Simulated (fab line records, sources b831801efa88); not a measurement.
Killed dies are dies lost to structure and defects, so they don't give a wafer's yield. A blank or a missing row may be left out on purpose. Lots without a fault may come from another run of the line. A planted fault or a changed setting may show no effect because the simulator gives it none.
fab line records | flow sky130
record lots=6 wafers=17 last_day=50
route steps=708 shown LI_CONTACT@371 PAD_OPEN@708
lots that met no fault: from a run of the same line without faults
start_h: hours from the record's first day to the start of the lot's first wafer shown | wait_h: hours since the lot's step before | " the same as in the row above | L1.1+2: a row that stands for several wafers | - no value, or no start given | * or withheld: withheld | < > ~ a bound
route shown NAME@n: a module of which the file shows steps, and the number in the route of the first | usual: mean/standard deviation of fault-free wafers | same: alike in all rows | chamber/n: place in a boat | sites: the reading at each site | _std_site: their standard deviation | _edge_site: outer sites' mean less inner sites' | radius_mm: how far each site lies from the wafer's centre | mask NAME#n: copy n | behind: the tool/chamber that last shaped the wafer | hold: why the lot was held/for how many hours/how that ended | device: the transistor (n, p or np) that didn't switch | end of line: the same wafers' tests at the end of the route | a step without rows: its recipe alone | killed: dies lost to structure and defects at the first sort, not the wafer's yield | map: a wafer's dies, x killed, . not, _ none there
set.NAME: the setting as run; set.NAME@STEP: as run at that earlier step | model.NAME: the simulator's own value behind a step, which no gauge read
lots at some steps of the route; a table a step, a row a wafer
services: from which hour (start_h, from the record's first day; less than 0 if before it) a tool's chamber was out of use, for how many hours, and why
## steps
# step SKY_LI_CONTACT_EXPOSE_09
# recipe mask_id=LICM1 na=0.8 source_shape=annular sigma_inner=0.55 sigma_outer=0.85 target_cd_nm=170 dose_mj=38
# step SKY_LI_CONTACT_PEB_10
# recipe peb_temp_c=withheld peb_time_s=withheld resist=KrF-thick
# step SKY_LI_CONTACT_DEVELOP_11
# recipe develop_time_s=60 resist=KrF-thick dev_temp_c=21
# step SKY_LI_CONTACT_CD_MEAS_12
# recipe target_cd_nm=170
# usual cd_nm=169.7/1.6
# columns lot.wafer tool chamber start_h wait_h cd_nm
L494.2 cd_sem-01 - 711.25 - 170.5
L494.4 " - " " 170.3
L494.5 " - " " 172.0
L497.1 cd_sem-01 - 740.92 - 168.6
L497.5 " - " " 168.0
L497.6 " - " " 167.6
L500.1 cd_sem-01 - 762.48 - 170.9
L500.6 " - " " 167.7
L509.2 cd_sem-01 - 856.24 - 170.2
L509.5 " - " " 170.1
L509.6 " - " " 169.9
L511.2 cd_sem-01 - 865.45 - 167.3
L511.4 " - " " 167.9
L511.5 " - " " 169.0
L510.1 cd_sem-02 - 870.38 - 170.4
L510.2 " - " " 170.1
L510.6 " - " " 169.7
# step SKY_LI_CONTACT_OVL_MEAS_13
# usual LI_CONTACT_OVL=0/5.2
# columns lot.wafer tool chamber start_h wait_h LI_CONTACT_OVL[nm]
L494.2 overlay-01 - 711.36 0.1 2
L494.4 " - " " 1
L494.5 " - " " -1
L497.1 overlay-02 - 741.04 0.1 5
L497.5 " - " " 1
L497.6 " - " " 1
L500.1 overlay-01 - 762.60 0.1 -3
L500.6 " - " " -1
L509.2 overlay-02 - 856.35 0.1 1
L509.5 " - " " -1
L509.6 " - " " 1
L511.2 overlay-01 - 865.56 0.1 3
L511.4 " - " " 0
L511.5 " - " " 1
L510.1 overlay-02 - 870.50 0.1 -12
L510.2 " - " " -12
L510.6 " - " " -11
# step SKY_LI_CONTACT_ETCH_14
# recipe chemistry=N2/H2 target=BARC ion_energy_ev=200 source_w=500 bias_w=100 pressure_mtorr=30 n2_flow_sccm=100 h2_flow_sccm=200 stop_on=SiO2 time_s=45.9 target_depth_a=600
# usual drypump_motor_current_A=5.8/0.44 oes_product_au=0.855/0.0053 throttle_valve_pct=13.225/0.0097
# same time_s=45.9
# columns lot.wafer tool chamber start_h wait_h drypump_motor_current_A oes_product_au rf_hours_counter_h throttle_valve_pct
L494.2 rie_diel-03 2 711.39 0.0 5.1 0.855 9 13.239
L494.4 " 0 " " 6.4 0.853 3 13.230
L494.5 " 2 " " 5.1 0.854 - 13.221
L497.1 rie_diel-03 2 741.08 0.0 5.1 0.849 10 13.214
L497.5 " 1 " " 6.4 0.848 - 13.218
L497.6 " 0 " " 6.4 0.849 - 13.232
L500.1 rie_diel-03 0 762.64 0.0 6.4 0.863 4 13.218
L500.6 " 0 " " 6.4 0.866 - 13.216
L509.2 rie_diel-02 0 856.38 0.0 6.4 0.851 2 13.227
L509.5 " 1 " " 6.3 0.855 - 13.229
L509.6 " 0 " " 6.4 0.853 - 13.226
L511.2 rie_diel-04 3 865.59 0.0 5.6 0.858 0 13.213
L511.4 " 0 " " 6.0 0.858 23 13.229
L511.5 " 3 " " 5.6 0.857 - 13.213
L510.1 rie_diel-04 1 870.54 0.0 6.0 0.853 2 13.240
L510.2 " 2 " " 5.3 0.858 11 13.227
L510.6 " 2 " " 5.4 0.860 - 13.218
# step SKY_LI_CONTACT_ETCH_15
# recipe target=PSG chemistry=C4F8/O2/Ar stop_on=Si taper_deg=4.15 mask_material=KrF-thick source_w=1500 bias_w=1200 pressure_mtorr=40 c4f8_flow_sccm=withheld O2_flow_sccm=6 Ar_flow_sccm=300 time_s=withheld target_depth_a=6000
# usual oes_product_au=0.837/0.0049
# columns lot.wafer tool chamber start_h wait_h oes_product_au
L494.2 rie_diel-03 2 711.43 0.0 0.832
L494.4 " 0 " " 0.837
L494.5 " 2 " " 0.842
L497.1 rie_diel-03 2 741.12 0.0 0.840
L497.5 " 1 " " 0.838
L497.6 " 0 " " 0.837
L500.1 rie_diel-03 0 762.68 0.0 0.830
L500.6 " 0 " " 0.845
L509.2 rie_diel-02 0 856.42 0.0 0.841
L509.5 " 1 " " 0.839
L509.6 " 0 " " 0.840
L511.2 rie_diel-04 3 865.63 0.0 0.843
L511.4 " 0 " " 0.837
L511.5 " 3 " " 0.837
L510.1 rie_diel-04 1 870.58 0.0 0.839
L510.2 " 2 " " 0.834
L510.6 " 2 " " 0.835
# step SKY_LI_CONTACT_STRIP_16
# recipe chemistry=O2/N2 power_w=1400 pressure_mtorr=1500 platen_temp_c=withheld o2_flow_sccm=3000 n2_flow_sccm=300 overash_fraction=0.5
# usual drypump_motor_current_A=5.8/0.48 oes_product_au=0.376/0.0049 strip_time_to_endpoint_s=3.52/0.03
# columns lot.wafer tool chamber start_h wait_h drypump_motor_current_A oes_product_au rf_hours_counter_h strip_time_to_endpoint_s
L494.2 plasma_asher-01 0 711.52 - 5.6 0.373 101 3.55
L494.4 " 1 " " 6.6 0.371 - 3.47
L494.5 " 1 " " 6.6 0.380 - 3.55
L497.1 plasma_asher-03 0 741.21 - 5.2 0.379 59 3.57
L497.5 " 0 " " 5.2 0.373 - 3.52
L497.6 " 1 " " 5.6 0.370 - 3.51
L500.1 plasma_asher-03 0 762.77 - 5.2 0.380 62 3.50
L500.6 " 0 " " 5.2 0.374 - 3.49
L509.2 plasma_asher-03 1 856.51 - 5.6 0.383 71 3.52
L509.5 " 1 " " 5.6 0.370 - 3.50
L509.6 " 0 " " 5.2 0.381 - 3.55
L511.2 plasma_asher-03 0 865.72 - 5.2 0.373 72 3.49
L511.4 " 0 " " 5.2 0.378 - 3.50
L511.5 " 0 " " 5.2 0.374 - 3.47
L510.1 plasma_asher-01 0 870.67 - 5.6 0.374 13 3.48
L510.2 " 1 " " 6.6 0.374 13 3.53
L510.6 " 1 " " 6.6 0.373 - 3.53
# step SKY_LI_CONTACT_CLEAN_17
# recipe chemistry=NMP time_s=600 temp_c=60 dry=n2_spin
# step SKY_LI_CONTACT_PRE_CLEAN_18
# recipe gas=Ar time_s=5.6 bias_v=358
# step SKY_LI_CONTACT_SPUTTER_19
# recipe material=Ti target_thk_nm=20 chamber_pressure_pa=5 power_w=2500 substrate_temp_c=200 time_s=106.37
# usual throttle_valve_pct=30.0/1.2
# same time_s=106.37
# columns lot.wafer tool chamber start_h wait_h throttle_valve_pct
L494.2 pvd_sputter-03 - 711.83 0.0 29.2
L494.4 " - " " 30.7
L494.5 " - " " 30.6
L497.1 pvd_sputter-02 - 741.50 0.0 28.1
L497.5 " - " " 31.0
L497.6 " - " " 31.0
L500.1 pvd_sputter-01 - 763.06 0.0 31.2
L500.6 " - " " 30.1
L509.2 pvd_sputter-01 - 856.80 0.0 30.6
L509.5 " - " " 29.9
L509.6 " - " " 28.2
L511.2 pvd_sputter-02 - 866.01 0.0 30.8
L511.4 " - " " 29.2
L511.5 " - " " 30.9
L510.1 pvd_sputter-01 - 870.98 0.0 28.2
L510.2 " - " " 29.9
L510.6 " - " " 31.4
# step SKY_LI_CONTACT_SPUTTER_20
# recipe material=TiN target_thk_nm=20 chamber_pressure_pa=5 power_w=4000 time_s=80
# usual throttle_valve_pct=30.0/1.2
# same time_s=80
# columns lot.wafer tool chamber start_h wait_h throttle_valve_pct
L494.2 pvd_sputter-03 - 711.90 0.0 29.4
L494.4 " - " " 30.3
L494.5 " - " " 30.5
L497.1 pvd_sputter-02 - 741.58 0.0 28.0
L497.5 " - " " 31.0
L497.6 " - " " 30.6
L500.1 pvd_sputter-01 - 763.14 0.0 31.5
L500.6 " - " " 30.6
L509.2 pvd_sputter-01 - 856.88 0.0 30.0
L509.5 " - " " 29.9
L509.6 " - " " 28.4
L511.2 pvd_sputter-02 - 866.09 0.0 30.8
L511.4 " - " " 29.0
L511.5 " - " " 30.9
L510.1 pvd_sputter-01 - 871.05 0.0 28.0
L510.2 " - " " 29.9
L510.6 " - " " 31.5
# step SKY_LI_CONTACT_CVD_21
# recipe material=W target_thk_nm=400 time_s=120.56 temp_c=400 pressure_torr=40
# usual heater_power_w=794/33
# columns lot.wafer tool chamber start_h wait_h heater_power_w model.W_of_LI_CONTACT_CVD_21.thk_nm
L494.2 cvd_w-01 0 711.96 0.0 767 406.3
L494.4 " 1 " " 759 405.6
L494.5 " 1 " " 773 405.7
L497.1 cvd_w-01 0 741.64 0.0 773 422.1
L497.5 " 0 " " 750 399.9
L497.6 " 1 " " 751 397.5
L500.1 cvd_w-01 1 763.20 0.0 754 419.7
L500.6 " 1 " " 735 401.5
L509.2 cvd_w-01 0 856.94 0.0 778 398.4
L509.5 " 0 " " 781 397.4
L509.6 " 1 " " 755 396.2
L511.2 cvd_w-02 1 866.15 0.0 813 397.4
L511.4 " 1 " " 817 405.5
L511.5 " 1 " " 804 403.7
L510.1 cvd_w-01 1 871.11 0.0 759 397.2
L510.2 " 0 " " 786 400.2
L510.6 " 1 " " 749 399.7
# step SKY_LI_CONTACT_RS_MEAS_22
# recipe thk_meas_gauge=four-point-probe reads=W_of_LI_CONTACT_CVD_21+TiN_of_LI_CONTACT_SPUTTER_20+Ti_of_LI_CONTACT_SPUTTER_19
# usual LI_CONTACT_W_RS=0.2839/0.0028
# columns lot.wafer tool chamber start_h wait_h LI_CONTACT_W_RS[ohm/sq]
L494.2 film_metro-03 - 712.11 0.1 0.2799
L494.4 " - " " 0.2809
L494.5 " - " " 0.2805
L497.1 film_metro-03 - 741.76 0.1 0.2692
L497.5 " - " " 0.2845
L497.6 " - " " 0.2860
L500.1 film_metro-01 - 763.32 0.1 0.2713
L500.6 " - " " 0.2836
L509.2 film_metro-01 - 857.08 0.1 0.2863
L509.5 " - " " 0.2863
L509.6 " - " " 0.2873
L511.2 film_metro-02 - 866.29 0.1 0.2871
L511.4 " - " " 0.2819
L511.5 " - " " 0.2825
L510.1 film_metro-02 - 871.24 0.1 0.2875
L510.2 " - " " 0.2849
L510.6 " - " " 0.2860
# step SKY_LI_CONTACT_THK_MEAS_23
# recipe thk_meas_gauge=xrf reads=W_of_LI_CONTACT_CVD_21
# usual LI_CONTACT_W_THK=408/6
# columns lot.wafer tool chamber start_h wait_h LI_CONTACT_W_THK[nm]
L494.2 film_metro-03 - 712.22 0.1 414
L494.4 " - " " 414
L494.5 " - " " 412
L497.1 film_metro-03 - 741.88 0.1 427
L497.5 " - " " 404
L497.6 " - " " 402
L500.1 film_metro-01 - 763.44 0.1 429
L500.6 " - " " 407
L509.2 film_metro-01 - 857.19 0.1 402
L509.5 " - " " 403
L509.6 " - " " 403
L511.2 film_metro-02 - 866.40 0.1 408
L511.4 " - " " 415
L511.5 " - " " 418
L510.1 film_metro-02 - 871.36 0.1 410
L510.2 " - " " 410
L510.6 " - " " 412
# step SKY_LI_CONTACT_CMP_24
# recipe stop_on=PSG t_overpolish_s=20 down_force_psi=3.5 platen_rpm=60 target_thk_nm=0 pad_velocity_m_s=0.94248
# step SKY_PAD_OPEN_PROBE_99
# usual killed_at_M0_to_M3=44/7.3 killed_at_M4_up=3.2/1.8 killed_at_contacts=24/5.4 killed_at_front_end=16/4.4 killed_at_other=0.3/0.48 killed_dies=86/9.5 killed_open=47/7.7 killed_short=39/6.4
# same gross_dies=492 killed_at_back_side=0
# columns lot.wafer tool chamber start_h wait_h killed_at_M0_to_M3 killed_at_M4_up killed_at_contacts killed_at_front_end killed_at_other killed_dies killed_open killed_short
L494.2 prober-02 - 1102.24 0.1 47 2 25 19 1 94 45 49
L494.4 prober-02 - 1102.34 0.2 41 2 21 18 1 83 52 31
L494.5 prober-02 - 1102.39 0.2 46 1 18 21 0 86 45 41
L497.1 prober-01 - 1124.09 0.1 44 1 23 14 0 82 47 35
L497.5 prober-01 - 1124.29 0.2 51 5 32 10 0 98 54 44
L497.6 prober-01 - 1124.34 0.2 60 1 24 16 0 101 55 46
L500.6 prober-02 - 1140.19 0.2 49 4 34 23 0 110 64 46
L509.2 prober-02 - 1200.64 0.1 42 6 16 13 0 77 43 34
L509.5 prober-02 - 1200.79 0.2 42 3 26 23 0 94 55 39
L509.6 prober-02 - 1200.84 0.2 36 0 21 14 0 71 38 33
L511.2 prober-02 - 1204.20 0.1 42 6 18 19 0 85 52 33
L511.4 prober-02 - 1204.30 0.2 55 1 28 24 1 109 65 44
L511.5 prober-02 - 1204.35 0.2 49 3 9 19 0 80 44 36
L510.1 prober-01 - 1208.67 0.1 40 2 23 16 0 81 47 34
L510.2 prober-01 - 1208.72 0.1 40 3 19 11 1 74 41 33
L510.6 prober-01 - 1208.92 0.2 39 6 25 9 1 80 36 44
# killed by level:class
L494.2 CONTACT:geometric_particle:open=15 VIA1:geometric_particle:open=8 FIELD_ISO:geometric_particle:short=7 VIA2:geometric_particle:open=7 METAL2:geometric_particle:short=6 VIA1:geometric_particle:short=5 VIA2:geometric_particle:short=5 METAL3:geometric_particle:short=5
L494.4 FIELD_ISO:geometric_particle:open=11 CONTACT:geometric_particle:open=10 VIA1:geometric_particle:open=9 LI_CONTACT:geometric_particle:open=6 VIA3:geometric_particle:open=4 METAL1:geometric_particle:short=4 METAL3:geometric_particle:short=4 VIA1:geometric_particle:short=4
L494.5 VIA1:geometric_particle:open=11 METAL2:geometric_particle:short=10 FIELD_ISO:geometric_particle:open=8 CONTACT:geometric_particle:open=7 METAL1:geometric_particle:short=7 LOCAL_INTERCONNECT:geometric_particle:short=6 POLY_GATE:geometric_particle:open=5 VIA2:geometric_particle:open=5
L497.1 VIA3:geometric_particle:open=9 CONTACT:geometric_particle:open=8 VIA1:geometric_particle:open=8 FIELD_ISO:geometric_particle:open=5 VIA3:geometric_particle:short=5 FIELD_ISO:geometric_particle:short=4 LI_CONTACT:geometric_particle:open=4 CONTACT:geometric_particle:short=4
L497.5 CONTACT:geometric_particle:open=11 VIA1:geometric_particle:open=10 VIA2:geometric_particle:open=9 CONTACT:geometric_particle:short=7 LI_CONTACT:geometric_particle:open=6 VIA3:geometric_particle:open=6 LOCAL_INTERCONNECT:geometric_particle:short=5 METAL1:geometric_particle:open=4
L497.6 VIA1:geometric_particle:short=12 VIA1:geometric_particle:open=11 VIA3:geometric_particle:open=9 LI_CONTACT:geometric_particle:open=8 METAL1:geometric_particle:short=7 CONTACT:geometric_particle:open=7 VIA2:geometric_particle:open=6 CONTACT:geometric_particle:short=5
L500.6 VIA1:geometric_particle:open=14 CONTACT:geometric_particle:open=12 VIA2:geometric_particle:open=8 LI_CONTACT:geometric_particle:open=7 LOCAL_INTERCONNECT:geometric_particle:short=6 VIA3:geometric_particle:open=6 POLY_GATE:geometric_particle:short=5 VIA3:geometric_particle:short=5
L509.2 VIA1:geometric_particle:open=13 VIA1:geometric_particle:short=8 VIA3:geometric_particle:open=7 FIELD_ISO:geometric_particle:open=5 CONTACT:geometric_particle:open=5 VIA2:geometric_particle:open=5 LOCAL_INTERCONNECT:geometric_particle:short=4 METAL4:geometric_particle:short=4
L509.5 CONTACT:geometric_particle:open=12 VIA3:geometric_particle:open=10 VIA1:geometric_particle:open=9 FIELD_ISO:geometric_particle:short=8 VIA2:geometric_particle:open=8 METAL1:geometric_particle:short=7 FIELD_ISO:geometric_particle:open=5 POLY_GATE:geometric_particle:short=5
L509.6 CONTACT:geometric_particle:open=9 VIA1:geometric_particle:open=7 VIA2:geometric_particle:open=6 VIA2:geometric_particle:short=5 FIELD_ISO:geometric_particle:short=4 POLY_GATE:geometric_particle:short=4 CONTACT:geometric_particle:short=4 VIA3:geometric_particle:open=4
L511.2 CONTACT:geometric_particle:open=9 VIA1:geometric_particle:open=7 VIA3:geometric_particle:open=7 FIELD_ISO:geometric_particle:open=6 METAL2:geometric_particle:short=5 VIA2:geometric_particle:open=5 POLY_GATE:geometric_particle:open=4 LOCAL_INTERCONNECT:geometric_particle:short=4
L511.4 CONTACT:geometric_particle:open=12 VIA1:geometric_particle:open=10 FIELD_ISO:geometric_particle:open=9 VIA2:geometric_particle:open=9 VIA3:geometric_particle:open=8 METAL1:geometric_particle:short=7 FIELD_ISO:geometric_particle:short=6 LI_CONTACT:geometric_particle:open=6
L511.5 VIA1:geometric_particle:open=11 VIA1:geometric_particle:short=9 FIELD_ISO:geometric_particle:short=6 METAL2:geometric_particle:open=6 VIA2:geometric_particle:open=6 FIELD_ISO:geometric_particle:open=5 VIA3:geometric_particle:open=5 CONTACT:geometric_particle:open=5
L510.1 LI_CONTACT:geometric_particle:open=9 VIA1:geometric_particle:open=9 FIELD_ISO:geometric_particle:short=5 CONTACT:geometric_particle:short=5 CONTACT:geometric_particle:open=5 VIA1:geometric_particle:short=5 VIA3:geometric_particle:open=5 VIA2:geometric_particle:open=5
L510.2 VIA1:geometric_particle:open=13 VIA2:geometric_particle:open=7 LI_CONTACT:geometric_particle:open=6 CONTACT:geometric_particle:open=5 METAL1:geometric_particle:short=5 FIELD_ISO:geometric_particle:open=4 LOCAL_INTERCONNECT:geometric_particle:short=4 CONTACT:geometric_particle:short=3
L510.6 VIA2:geometric_particle:open=13 VIA1:geometric_particle:short=10 CONTACT:geometric_particle:short=8 CONTACT:geometric_particle:open=7 FIELD_ISO:geometric_particle:open=4 LI_CONTACT:geometric_particle:short=4 METAL1:geometric_particle:short=4 VIA1:geometric_particle:open=4
## services
# columns tool chamber start_h hours kind
plasma_asher-01 - 697.61 1.4 repair
pvd_sputter-02 - 703.11 2.9 repair
rie_diel-03 3 720.90 - clean
rie_diel-03 3 720.90 29.4 scheduled_down
rie_diel-03 3 720.90 29.4 vent_cycle
rie_diel-03 0 721.03 12.7 repair
cvd_w-02 - 724.15 2.8 pm
plasma_asher-01 - 733.75 9.0 pm
rie_diel-04 - 745.67 20.2 repair
rie_diel-02 1 750.10 4.9 repair
rie_diel-02 0 754.43 8.0 repair
rie_diel-02 1 777.67 10.7 repair
rie_diel-04 1 778.38 - clean
rie_diel-04 1 778.38 21.0 scheduled_down
rie_diel-04 1 778.38 21.0 vent_cycle
plasma_asher-01 - 780.32 0.9 repair
rie_diel-04 3 820.58 - clean
pvd_sputter-01 1 826.12 - consumable_replace:kit
pvd_sputter-01 1 826.12 18.0 scheduled_down
pvd_sputter-01 1 826.12 18.0 vent_cycle
rie_diel-02 1 826.66 7.3 repair
plasma_asher-03 - 826.88 6.9 repair
pvd_sputter-03 - 852.90 2.4 repair
pvd_sputter-03 - 859.39 0.8 repair
## key
first_sign step=SKY_LI_CONTACT_RS_MEAS_22 reading=LI_CONTACT_W_RS direction=down sigmas=4.9 usual=0.2839 struck=0.2703
effect step=SKY_LI_CONTACT_THK_MEAS_23 reading=LI_CONTACT_W_THK direction=up sigmas=3.3 usual=408 struck=428
model_effect step=SKY_LI_CONTACT_CVD_21 value=W_of_LI_CONTACT_CVD_21.thk_nm without=399.9 struck=420.9
met_at SKY_LI_CONTACT_CVD_21
struck_wafers L497.1,L500.1
tester_left_out L497,L500
onset_between 711.96 741.64
fault kind=process_parameter_drift tool=cvd_w-01 chamber=- onset_h=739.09 steps=SKY_LI_CONTACT_CVD_21 channel=target_thk_nm offset=21.003 shape=step end_h=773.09 scope=struck_wafers_only acts_in=these_recipes_only stated=400
# tester_left_out: of these lots the tester's yield and bins aren't shown, on N5 and GAA mostly nor the transistor test; their killed dies are dies lost to structure and defects alone, not to doping, threshold or leakage, so they don't give the yield
